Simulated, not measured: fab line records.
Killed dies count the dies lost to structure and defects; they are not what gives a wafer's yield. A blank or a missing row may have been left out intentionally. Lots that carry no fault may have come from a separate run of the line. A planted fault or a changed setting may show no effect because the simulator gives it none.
2 desks, one fault | flow sky130 | only its own numbers are on each desk; what lay behind them is given at the end

== FOR THE TOOL OWNER'S DESK: cvd_w-01 ==
The tool's own readings at SKY_VIA1_CVD_21 (deposits W, target thk 270 nm, time 80.902 s): means of the sampled wafers that have a number, for each lot that ran on this tool. The brackets show how far a lot's mean lies from the usual mean; more than 4 standard deviations puts the lot out of limits, marked OUT.
Columns: A = chamber_pressure_Torr at SKY_VIA1_CVD_21, usual 40.01 Torr; B = heater_power_w at SKY_VIA1_CVD_21, usual 869 W
lot  | first seen here | A                       | B
L864 | day 34 18:25    | 39.85                   | 977
L866 | day 35 14:05    | 40.04                   | 838
L869 | day 35 19:39    | 39.91                   | 786
L871 | day 38 08:25    | 40.06                   | 786
L877 | day 38 11:29    | 39.95                   | 894
L881 | day 39 16:59    | 59.75 (+99 or more) OUT | 855
L884 | day 39 21:31    | 59.82 (+99 or more) OUT | 835
This desk's verdict: out of limits on L881, L884, starting with L881 at day 39 16:59 (chamber_pressure_Torr at SKY_VIA1_CVD_21). L864, L866, L869, L871, L877: within limits.

== THE METROLOGY DESK ==
What the gauges read, lot by lot, whatever tool the lot ran on: means of the sampled wafers that have a number. The brackets show how far a lot's mean lies from the usual mean; more than 4 standard deviations puts the lot out of limits, marked OUT.
Columns: A = VIA1_BOW at SKY_VIA1_BOW_MEAS_03, usual 79 um; B = VIA1_W_RS at SKY_VIA1_RS_MEAS_22, usual 0.427 ohm/sq; C = VIA1_W_THK at SKY_VIA1_THK_MEAS_23, usual 262 nm; D = METAL2_ALCU_THK at SKY_METAL2_THK_MEAS_06, usual 251 nm
lot  | first seen here | A  | B               | C             | D
L865 | day 33 09:32    | 84 | 0.428           | 261           | 253
L864 | day 33 15:04    | 81 | 0.423           | 266           | 252
L866 | day 34 10:37    | 76 | 0.434           | 261           | 253
L869 | day 34 17:27    | 82 | 0.426           | 262           | 251
L871 | day 37 05:19    | 73 | 0.430           | 259           | 252
L875 | day 37 08:45    | 84 | 0.424           | 264           | 252
L877 | day 37 08:53    | 73 | 0.417           | 266           | 251
L881 | day 38 15:14    | 79 | 0.350 (-13) OUT | 316 (+14) OUT | 250
L884 | day 38 20:34    | 79 | 0.345 (-14) OUT | 322 (+16) OUT | 255
L886 | day 39 15:17    | 67 | 0.424           | 265           | 247
L887 | day 39 19:17    | 76 | 0.423           | 266           | 243
This desk finds L881, L884 out of limits, with the earliest case on L881 at day 39 17:07 (VIA1_W_RS at SKY_VIA1_RS_MEAS_22). L865, L864, L866, L869, L871, L875, L877, L886, L887: within limits.

== ALL TOGETHER ==
The tool owner's desk could have raised an alarm at day 39 16:59, on L881, L884.
On L881, L884, the metrology desk was in a position to raise an alarm at day 39 17:07.
SKY_VIA1_CVD_21 was run on cvd_w-01 by each of the lots named.

== WHAT THE SIMULATOR HAD INSERTED ==
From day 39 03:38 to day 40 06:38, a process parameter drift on cvd_w-01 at SKY_VIA1_CVD_21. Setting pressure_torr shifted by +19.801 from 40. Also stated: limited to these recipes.
Struck lots among those shown: L881, L884.
Fault start to first reading out of limits, in hours, per desk: tool owner, 13; metrology, 13.
